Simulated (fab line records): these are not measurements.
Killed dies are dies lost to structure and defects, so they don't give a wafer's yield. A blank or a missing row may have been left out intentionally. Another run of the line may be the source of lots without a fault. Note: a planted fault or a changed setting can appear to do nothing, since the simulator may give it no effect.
One fault through the eyes of 2 desks ; flow sky130 ; what lay behind the numbers comes last; until then each desk has only its own

THE TOOL OWNER'S DESK: pvd-sputter-02
At SKY_CAPM_SPUTTER_02 (material TiN, target thk 200 nm, time 166.7 s) the tool's own readings: per lot run on this tool, the mean of the sampled wafers that have a number. The brackets show how far a lot's mean lies from the usual mean; more than 4 standard deviations puts the lot out of limits, marked OUT.
Columns: A = throttle-valve-pct at SKY_CAPM_SPUTTER_02, usual 29.6 %
lot;first seen here;A
L530;day 37 13:22;28.3
L532;day 38 01:28;27.9
L535;day 38 18:46;29.5
L546;day 42 03:41;29.6
L547;day 42 05:45;30.9
This desk's verdict: no lot among the 5 shows anything out of limits.

THE METROLOGY DESK
What the gauges read, lot by lot, whatever tool the lot ran on: means of the sampled wafers that have a number. The brackets show how far a lot's mean lies from the usual mean; more than 4 standard deviations puts the lot out of limits, marked OUT.
Columns: A = LDD_N_TW at SKY_LDD_N_TW_MEAS_17, usual 2596; B = SPACER_CVD_00_THK at SKY_SPACER_THK_MEAS_01, usual 43.3 nm; C = LI_CONTACT_OVL at SKY_LI_CONTACT_OVL_MEAS_13, usual 0 nm; D = CAPM_TIN_RS at SKY_CAPM_RS_MEAS_03, usual 6.94 ohm/sq; E = CAPM_TIN_THK at SKY_CAPM_THK_MEAS_04, usual 201.4 nm
lot;first seen here;A;B;C;D;E
L530;day 18 13:43;2589;43.3;0;6.91;202.9
L531;day 19 04:41;2625;43.3;3;6.92;202.1
L532;day 19 05:57;2580;42.8;-1;7.05;198.3
L534;day 19 21:50;2585;42.9;-1;6.99;199.5
L535;day 20 06:18;2625;43.3;4;6.90;202.6
L537;day 21 02:29;2579;42.9;0;6.95;200.4
L546;day 24 08:00;2583;42.9;-1;6.63 (-4.4) OUT;212.5 (+5.0) OUT
L547;day 24 09:24;2619;43.5;-8;6.25 (-9.8) OUT;226.4 (+11) OUT
L549;day 25 02:07;2572;42.9;-3;6.89;201.8
L551;day 25 20:28;2594;43.8;-2;6.85;203.4
L552;day 26 04:22;2598;43.1;-2;6.91;201.9
Per this desk, out of limits: L546, L547; the first was L546, day 42 03:48 (CAPM_TIN_RS at SKY_CAPM_RS_MEAS_03). L530, L531, L532, L534, L535, L537, L549, L551, L552 stayed within limits.

BROUGHT TOGETHER
The metrology desk could have raised an alarm at day 42 03:48, on L546, L547.
Nothing out of limits was seen by the tool owner's desk.
The tool owner's desk has L546, L547 on record, within its limits.
Every lot named ran SKY_CAPM_SPUTTER_02 on pvd-sputter-02.

WHAT THE SIMULATOR HAD INSERTED
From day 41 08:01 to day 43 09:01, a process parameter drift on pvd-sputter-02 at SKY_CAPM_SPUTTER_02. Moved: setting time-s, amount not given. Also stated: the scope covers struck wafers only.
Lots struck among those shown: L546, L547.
Hours from the fault's start to each desk's first reading out of limits: the metrology desk, 20.
